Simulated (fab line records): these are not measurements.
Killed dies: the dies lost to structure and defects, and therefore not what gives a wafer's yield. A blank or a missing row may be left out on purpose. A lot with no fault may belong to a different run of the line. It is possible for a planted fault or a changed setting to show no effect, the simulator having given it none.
A struck lot beside a sound one :: flow sky130 :: 45 out of 708 route steps
Sound: these wafers, L841.1, L841.4, L841.5. The struck wafers were L853.1, L853.2, L853.3. At the end, the cause is stated.
Each step with rows lists, per side, the tool, then ch with its chambers, then its first start. Under that, the readings that differ: sound wafers :: struck wafers :: difference of the means :: sigmas: that difference in standard deviations of wafers without a fault.
alike: readings with means less than 2 such deviations apart, plus words and numbers identical on both sides. not compared: withheld readings, readings lacking a value on some wafer, bounds such as >300 that could conceal the same value, and numbers that have no deviation in the record and whose values overlap.
Wherever a step has rows on one side only, a row that says differs or no value, or a row with sigmas, the two part there. Numbers that don't overlap but have no deviation are shown without sigmas and don't part them. A reading that every wafer of one side lacks parts them only if that side has two wafers or more.

first, 5 steps without rows for these wafers: SKY_LDD_P_COAT_02 (resist thk 1140 nm); SKY_LDD_P_SOFTBAKE_03 (time 60 s); SKY_LDD_P_EXPOSE_04 (exposes mask PSDM, target cd 380 nm); SKY_LDD_P_PEB_05; SKY_LDD_P_DEVELOP_06 (develop time 60 s).
SKY_LDD_P_CD_MEAS_07: target cd 380 nm.
  sound on cd sem-02, day 21 08:40; struck on cd sem-01, day 25 17:39
  alike: cd nm
SKY_LDD_P_OVL_MEAS_08:
  sound on overlay-01, day 21 08:47; struck on overlay-01, day 25 17:46
  alike: LDD_P_OVL
then, 1 step without rows for these wafers: SKY_LDD_P_IMPLANT_09.
SKY_LDD_P_STRIP_10: strips in O2/N2.
  sound on plasma asher-02 ch 0,1, day 21 08:58; struck on plasma asher-01 ch 0,1, day 25 17:58
  alike: drypump motor current A, oes product au, strip time to endpoint s
  not compared: rf hours counter h
SKY_LDD_P_TW_MEAS_11:
  sound on film metro-01, day 21 09:04; struck on film metro-01, day 25 18:04
  alike: LDD_P_TW
then, 2 steps without rows for these wafers: SKY_LDD_HVN_DEHYDRATE_00 (time 60 s); SKY_LDD_HVN_HMDS_01 (prime time 60 s).
SKY_LDD_HVN_COAT_02: resist thk 300 nm.
  sound on litho track-01 ch 0, day 21 23:52; struck on litho track-02, day 26 09:01
  no value came back on the struck wafers for chill plate temp C (C), dispense pressure kPa (kPa); on the sound wafers chill plate temp C (C) reads 22.87 22.99 22.85
then, 4 steps without rows for these wafers: SKY_LDD_HVN_SOFTBAKE_03 (time 60 s); SKY_LDD_HVN_EXPOSE_04 (exposes mask HVNTM, target cd 700 nm); SKY_LDD_HVN_PEB_05; SKY_LDD_HVN_DEVELOP_06 (develop time 60 s).
SKY_LDD_HVN_OVL_MEAS_07:
  sound on overlay-02, day 22 15:07; struck on overlay-01, day 26 23:13
reading: LDD_HVN_OVL (nm)
sound: -1.5 0.5 -1.7
struck: - - -
difference: no value on the struck wafers
sigmas: 
then, 1 step without rows for these wafers: SKY_LDD_HVN_IMPLANT_08.
SKY_LDD_HVN_STRIP_09: strips in O2/N2.
  sound on plasma asher-03 ch 0,1, day 22 15:17; struck on plasma asher-01 ch 0,1, day 26 23:23
  no value came back on the struck wafers for oes product au (a.u.), strip time to endpoint s (s); on the sound wafers oes product au (a.u.) reads 0.408 0.406 0.406
  alike: drypump motor current A
  not compared: rf hours counter h
SKY_LDD_HVN_TW_MEAS_10:
  sound on film metro-04, day 22 15:23; struck on film metro-04, day 26 23:29
  alike: LDD_HVN_TW
then, 7 steps without rows for these wafers: SKY_LDD_HVP_DEHYDRATE_00 (time 60 s); SKY_LDD_HVP_HMDS_01 (prime time 60 s); SKY_LDD_HVP_COAT_02 (resist thk 300 nm); SKY_LDD_HVP_SOFTBAKE_03 (time 60 s); SKY_LDD_HVP_EXPOSE_04 (exposes mask HVPTM, target cd 700 nm); SKY_LDD_HVP_PEB_05; SKY_LDD_HVP_DEVELOP_06 (develop time 60 s).
SKY_LDD_HVP_OVL_MEAS_07:
  sound on overlay-01, day 23 21:28; struck on overlay-02, day 28 03:15
  alike: LDD_HVP_OVL
then, 1 step without rows for these wafers: SKY_LDD_HVP_IMPLANT_08.
SKY_LDD_HVP_STRIP_09: strips in O2/N2.
  sound on plasma asher-02 ch 0, day 23 21:38; struck on plasma asher-02 ch 0,1, day 28 03:26
  alike: drypump motor current A, oes product au, strip time to endpoint s
  not compared: rf hours counter h
SKY_LDD_HVP_TW_MEAS_10:
  sound on film metro-02, day 23 21:44; struck on film metro-02, day 28 03:32
reading: LDD_HVP_TW
sound: 455.9 455.1 456.5
struck: 1443.9 1443.6 1449.8
difference: +989.9
sigmas: +99 or more
then, 7 steps without rows for these wafers: SKY_LDD_LDN_DEHYDRATE_00 (time 60 s); SKY_LDD_LDN_HMDS_01 (prime time 60 s); SKY_LDD_LDN_COAT_02 (resist thk 1140 nm); SKY_LDD_LDN_SOFTBAKE_03 (time 60 s); SKY_LDD_LDN_EXPOSE_04 (exposes mask LDNTM, target cd 700 nm); SKY_LDD_LDN_PEB_05; SKY_LDD_LDN_DEVELOP_06 (develop time 60 s).
SKY_LDD_LDN_OVL_MEAS_07:
  sound on overlay-01, day 25 04:27; struck on overlay-01, day 29 06:46
  alike: LDD_LDN_OVL
then, 2 steps without rows for these wafers: SKY_LDD_LDN_IMPLANT_08; SKY_LDD_LDN_IMPLANT_09.
SKY_LDD_LDN_TW_MEAS_13:
  sound on film metro-01, day 25 05:11; struck on film metro-02, day 29 07:29
reading: LDD_LDN_TW
sound: 1475 1463 1472
struck: 1812 1817 1819
difference: +346
sigmas: +37
-- here the record skips 2 days between the struck wafers' starts before and after, leaving off in module LDD_LDN and picking up in module SD_P (first step shown: number 331 of the route) --
SKY_SD_P_TW_MEAS_11:
  sound on film metro-02, day 27 17:59; struck on film metro-04, day 31 17:10
reading: SD_P_TW
sound: 2817 2825 2825
struck: 2881 2887 2890
difference: +64
sigmas: +4
SKY_RES_XHIGH_TW_MEAS_09:
  sound on film metro-03, day 28 23:03; struck on film metro-04, day 32 19:59
reading: RES_XHIGH_TW
sound: 1640 1638 1646
struck: 1922 1909 1926
difference: +278
sigmas: +28

== WHERE THEY PART ==
First at SKY_LDD_HVN_COAT_02; last, within this record, at SKY_RES_XHIGH_TW_MEAS_09.

WHY: what the simulator had put in
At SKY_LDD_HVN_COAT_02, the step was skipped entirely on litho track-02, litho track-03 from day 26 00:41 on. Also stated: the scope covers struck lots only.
